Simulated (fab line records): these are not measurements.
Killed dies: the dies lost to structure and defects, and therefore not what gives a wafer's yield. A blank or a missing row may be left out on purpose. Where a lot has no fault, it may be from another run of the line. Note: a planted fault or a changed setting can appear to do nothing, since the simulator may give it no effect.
Chamber matching    flow sky130    SKY_FIELD_ISO_CMP_27 on cmp-01 has 4 sister chambers
The step polishes, stops on Si3N4, t overpolish 16 s, target thk 457.8 nm. 4 wafers are shown with their chamber, then 7 later ones without.

## WAFERS WITH THEIR CHAMBER
wafer   chamber  motor_current_A (A)
L357.3  2        10.7
L357.6  3        11.7
L358.3  0        14.1
L358.4  1        14.2

## WAFERS MISSING THEIR CHAMBER
wafer   motor_current_A (A)
L358.6  14.6
L361.4  11.4
L361.5  11.8
L361.6  10.9
L371.1  14.1
L371.3  14.7
L371.5  11.8

## THE CHAMBER EACH PASSED THROUGH
wafer    from the rows above       in truth
L358.6   can't be placed: 1 or 0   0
L361.4   can't be placed: 3 or 2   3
L361.5   3                         3
L361.6   2                         2
L371.1   can't be placed: 0 or 1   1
L371.3   can't be placed: 1 or 0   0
L371.5   3                         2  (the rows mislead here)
Correct placement for 2 of the 7. Can't be placed from these rows: 4 (the true chamber is among the candidates in 4). Wrongly placed: 1.
How it was worked out, from the rows above alone: a wafer's distance from a chamber is the root of the sum, over the readings, of the square of ((its reading less the chamber's mean) divided by the reading's scatter). If the next closest chamber is less than 2 further off than the closest, the wafer can't be placed; otherwise it belongs to the closest. The mean given for a chamber averages the wafers shown for that chamber. The scatter: root of mean squared gap, hidden wafer to nearest shown wafer, with one shown wafer a chamber.
